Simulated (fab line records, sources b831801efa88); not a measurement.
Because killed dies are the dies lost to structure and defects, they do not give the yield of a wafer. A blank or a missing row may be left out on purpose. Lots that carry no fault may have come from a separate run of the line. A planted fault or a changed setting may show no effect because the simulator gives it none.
Which tool is to blame? | flow gf180mcu | 14 lots, 42 wafers sampled, at 6 steps of a route of 602

## WHAT THE GAUGES SHOWED, per wafer
GF_DNWELL_TW_MEAS_09.
lot  | measured    | on           | DNWELL_TW
L897 | day 2 19:02 | filmMetro-03 | 1347 1352 1358
L901 | day 3 17:41 | filmMetro-04 | 1334 1338 1341
L907 | day 5 00:04 | filmMetro-01 | 1361 1361 1364
L908 | day 5 05:22 | filmMetro-03 | 1368 1364 1361
L909 | day 5 10:37 | filmMetro-04 | 1328 1327 1324
L910 | day 5 16:42 | filmMetro-01 | 1356 1369 1359
L911 | day 6 01:05 | filmMetro-04 | 1328 1330 1335
L912 | day 6 07:47 | filmMetro-01 | 1359 1368 1358
L915 | day 7 03:41 | filmMetro-01 | 1358 1354 1359
L916 | day 7 14:02 | filmMetro-01 | 1358 1354 1359
L917 | day 7 14:23 | filmMetro-04 | 1343 1332 1335
L918 | day 8 01:24 | filmMetro-01 | 1375 1371 1368
L919 | day 8 00:55 | filmMetro-03 | 1361 1359 1356
L920 | day 8 00:34 | filmMetro-01 | 1366 1363 1367

GF_PSD_TW_MEAS_11.
lot  | measured     | on           | PSD_TW
L897 | day 14 03:50 | filmMetro-04 | 3148 3140 3147
L901 | day 15 16:53 | filmMetro-01 | 3197 3173 3190
L907 | day 17 07:48 | filmMetro-04 | 30 30 30
L908 | day 17 17:08 | filmMetro-01 | 30 30 30
L909 | day 18 11:28 | filmMetro-04 | 3150 3123 3129
L910 | day 18 13:08 | filmMetro-01 | 3189 3196 3174
L911 | day 19 03:11 | filmMetro-01 | 3176 3190 3177
L912 | day 19 22:44 | filmMetro-01 | 3177 3184 3177
L915 | day 21 06:38 | filmMetro-01 | 3222 3213 3203
L916 | day 21 21:44 | filmMetro-04 | 3136 3136 3143
L917 | day 22 06:17 | filmMetro-01 | 3207 3200 3206
L918 | day 22 17:08 | filmMetro-01 | 3215 3197 3218
L919 | day 22 14:44 | filmMetro-04 | 3114 3116 3121
L920 | day 22 15:53 | filmMetro-01 | 3182 3220 3209

GF_M1_RS_MEAS_05: uses a four-point probe to measure.
lot  | measured     | on           | M1_ALCU_RS (ohm/sq)
L897 | day 16 00:08 | filmMetro-04 | 0.0691 0.0691 0.0692
L901 | day 17 15:30 | filmMetro-04 | 0.0693 0.0677 0.0693
L907 | day 19 10:13 | filmMetro-02 | 0.0689 0.0694 0.0696
L908 | day 19 19:07 | filmMetro-01 | 0.0694 0.0700 0.0686
L909 | day 20 13:13 | filmMetro-01 | 0.0692 0.0697 0.0690
L910 | day 20 15:49 | filmMetro-01 | 0.0700 0.0704 0.0704
L911 | day 21 05:14 | filmMetro-01 | 0.0707 0.0706 0.0717
L912 | day 22 00:55 | filmMetro-04 | 0.0705 0.0706 0.0705
L915 | day 23 08:05 | filmMetro-02 | 0.0704 0.0697 0.0703
L916 | day 23 23:43 | filmMetro-02 | 0.0691 0.0690 0.0691
L917 | day 24 05:56 | filmMetro-01 | 0.0692 0.0691 0.0690
L918 | day 24 17:10 | filmMetro-04 | 0.0707 0.0704 0.0698
L919 | day 24 14:35 | filmMetro-01 | 0.0708 0.0700 0.0711
L920 | day 24 15:53 | filmMetro-01 | 0.0694 0.0698 0.0700

## TOOL THAT RAN EACH LOT (tool first, then ch and the chambers of the sampled wafers, then the start)
lot  | GF_STI_ETCH_14                 | GF_NSD_STRIP_11                     | GF_PSD_STRIP_10
L897 | rieSi-02 ch 2,3, day 2 01:10   | plasmaAsher-02 ch 0, day 13 06:40   | plasmaAsher-01 ch 0,1, day 14 03:43
L901 | rieSi-01 ch 0,1,2, day 2 22:02 | plasmaAsher-03 ch 0,1, day 14 19:47 | plasmaAsher-02 ch 0,1, day 15 16:47
L907 | rieSi-01 ch 0,1,2, day 4 05:04 | plasmaAsher-03 ch 0,1, day 16 09:10 | plasmaAsher-02 ch 0,1, day 17 07:43
L908 | rieSi-01 ch 1,3, day 4 10:25   | plasmaAsher-02 ch 0,1, day 16 18:25 | plasmaAsher-04 ch 0,1, day 17 17:04
L909 | rieSi-01 ch 0,1,3, day 4 16:07 | plasmaAsher-03 ch 0,1, day 17 11:44 | plasmaAsher-02 ch 0,1, day 18 11:22
L910 | rieSi-01 ch 0,1,2, day 4 21:40 | plasmaAsher-01 ch 0,1, day 17 13:09 | plasmaAsher-02 ch 0,1, day 18 13:04
L911 | rieSi-01 ch 0,2, day 5 02:02   | plasmaAsher-03 ch 0,1, day 18 04:34 | plasmaAsher-02 ch 0,1, day 19 03:06
L912 | rieSi-02 ch 0,3, day 5 06:31   | plasmaAsher-01 ch 0,1, day 18 22:53 | plasmaAsher-02 ch 1, day 19 22:37
L915 | rieSi-02 ch 0,1,2, day 5 23:56 | plasmaAsher-03 ch 0,1, day 20 06:25 | plasmaAsher-04 ch 1, day 21 06:32
L916 | rieSi-01 ch 0,1, day 6 05:19   | plasmaAsher-03 ch 1, day 20 21:29   | plasmaAsher-04 ch 0,1, day 21 21:38
L917 | rieSi-02 ch 0,2,3, day 6 12:13 | plasmaAsher-02 ch 0,1, day 21 06:20 | plasmaAsher-02 ch 0,1, day 22 06:11
L918 | rieSi-02 ch 0,2,3, day 6 22:20 | plasmaAsher-03 ch 0,1, day 21 17:29 | plasmaAsher-01 ch 0, day 22 17:01
L919 | rieSi-01 ch 0,3, day 6 22:37   | plasmaAsher-03 ch 0,1, day 21 15:25 | plasmaAsher-02 ch 0,1, day 22 14:38
L920 | rieSi-02 ch 0,2, day 7 03:52   | plasmaAsher-03 ch 0,1, day 21 16:32 | plasmaAsher-02 ch 1, day 22 15:48
- GF_STI_ETCH_14: etches Si in HBr/Cl2/O2, target depth 360 nm, time 102.9 s.
- GF_NSD_STRIP_11: strips in O2/N2.
- GF_PSD_STRIP_10: strips in O2/N2.

## AS READ BY THE TOOLS THEMSELVES (means over the sampled wafers that have a number; for cases with no such wafer, the mark the record gives instead)
GF_STI_ETCH_14.
lot  | tool     | drypumpMotorCurrentA (A) | oesProductAu (a.u.) | throttleValvePct (%)
L897 | rieSi-02 | 5.6                      | 1.000               | 25.664
L901 | rieSi-01 | 5.8                      | 0.995               | 25.640
L907 | rieSi-01 | 5.8                      | 1.001               | 25.660
L908 | rieSi-01 | 5.4                      | 1.010               | 25.653
L909 | rieSi-01 | 5.7                      | 0.996               | 25.667
L910 | rieSi-01 | 5.8                      | 0.997               | 25.658
L911 | rieSi-01 | 5.7                      | 1.006               | 25.657
L912 | rieSi-02 | 5.5                      | 0.997               | 25.654
L915 | rieSi-02 | 5.8                      | 1.005               | 25.661
L916 | rieSi-01 | 6.0                      | 0.999               | 25.655
L917 | rieSi-02 | 5.8                      | 0.995               | 25.653
L918 | rieSi-02 | 5.8                      | 1.002               | 25.646
L919 | rieSi-01 | 5.9                      | 1.002               | 25.642
L920 | rieSi-02 | 5.9                      | 1.013               | 25.654

GF_NSD_STRIP_11.
lot  | tool           | chamberPressureMTorr (mTorr) | drypumpMotorCurrentA (A) | heaterPowerW (W) | oesProductAu (a.u.) | stripTimeToEndpointS (s)
L897 | plasmaAsher-02 | 1500.8                       | 5.2                      | 331              | 0.488               | 22.944
L901 | plasmaAsher-03 | 1500.4                       | 5.5                      | 350              | 0.485               | 22.972
L907 | plasmaAsher-03 | -                            | -                        | -                | -                   | -
L908 | plasmaAsher-02 | -                            | -                        | -                | -                   | -
L909 | plasmaAsher-03 | 1499.2                       | 5.4                      | 349              | 0.487               | 22.927
L910 | plasmaAsher-01 | 1500.2                       | 6.4                      | 354              | 0.486               | 22.966
L911 | plasmaAsher-03 | 1501.2                       | 5.4                      | 344              | 0.487               | 22.955
L912 | plasmaAsher-01 | 1499.5                       | 6.4                      | 350              | 0.482               | 22.929
L915 | plasmaAsher-03 | 1499.9                       | 5.5                      | 349              | 0.488               | 22.950
L916 | plasmaAsher-03 | 1499.9                       | 5.3                      | 313              | 0.486               | 22.908
L917 | plasmaAsher-02 | 1499.2                       | 5.7                      | 329              | 0.489               | 22.943
L918 | plasmaAsher-03 | 1500.1                       | 5.5                      | 348              | 0.492               | 22.940
L919 | plasmaAsher-03 | 1501.5                       | 5.4                      | 351              | 0.485               | 22.876
L920 | plasmaAsher-03 | 1500.7                       | 5.4                      | 350              | 0.481               | 22.945

GF_PSD_STRIP_10.
lot  | tool           | chamberPressureMTorr (mTorr) | drypumpMotorCurrentA (A) | heaterPowerW (W) | oesProductAu (a.u.) | stripTimeToEndpointS (s)
L897 | plasmaAsher-01 | 1499.8                       | 6.4                      | 356              | 0.591               | 16.503
L901 | plasmaAsher-02 | 1500.6                       | 5.7                      | 321              | 0.594               | 16.502
L907 | plasmaAsher-02 | 1500.2                       | 5.4                      | 327              | 0.657               | 31.377
L908 | plasmaAsher-04 | 1498.9                       | 5.8                      | 359              | 0.656               | 31.396
L909 | plasmaAsher-02 | 1499.8                       | 5.4                      | 326              | 0.595               | 16.537
L910 | plasmaAsher-02 | 1500.6                       | 5.4                      | 326              | 0.590               | 16.486
L911 | plasmaAsher-02 | 1499.4                       | 5.7                      | 321              | 0.595               | 16.545
L912 | plasmaAsher-02 | 1501.1                       | 5.9                      | 317              | 0.596               | 16.505
L915 | plasmaAsher-04 | 1500.5                       | 4.8                      | 384              | 0.589               | 16.509
L916 | plasmaAsher-04 | 1500.5                       | 5.8                      | 355              | 0.587               | 16.493
L917 | plasmaAsher-02 | 1500.5                       | 5.4                      | 325              | 0.588               | 16.515
L918 | plasmaAsher-01 | 1499.9                       | 6.5                      | 337              | 0.593               | 16.520
L919 | plasmaAsher-02 | 1501.0                       | 5.4                      | 325              | 0.592               | 16.535
L920 | plasmaAsher-02 | 1499.4                       | 5.9                      | 306              | 0.589               | 16.488

## THE ANSWER, worked out from the rows above alone
Rule: the lots themselves supply what counts as usual. Put in order of their means at a reading, lots are off if they are a third of the lots or fewer, leave a main group of 4 or more, and stand apart from it by a gap of 3 or more times the standard deviation of the main group's means; of several such gaps the widest counts. A main group is skipped when, at the precision printed for the reading in the tables above, its means are all equal. Also off: a lot with no number at a reading for which 4 or more lots have one. The other lots that the step has rows for count as sound. After the gauges, taken in route order, come the tools' own readings; for these a lot's mean is taken, as printed above. At the first step where some lot is off, the reading lying furthest off is the one used; lots without a number count as furthest.
Off: L907, L908, seen at GF_PSD_TW_MEAS_11 (PSD_TW). Main group: mean 3175, sd 32.
If a tool, at a process step before that reading, ran all the lots that are off and no sound lot after the first of them, it fits. The gauges at GF_PSD_TW_MEAS_11 aren't tried: what is off there is off at GF_NSD_STRIP_11 too, on other tools, and a gauge's error can't cause that. Not one of the candidates tried fits.

## WHAT THE SIMULATOR PUT IN
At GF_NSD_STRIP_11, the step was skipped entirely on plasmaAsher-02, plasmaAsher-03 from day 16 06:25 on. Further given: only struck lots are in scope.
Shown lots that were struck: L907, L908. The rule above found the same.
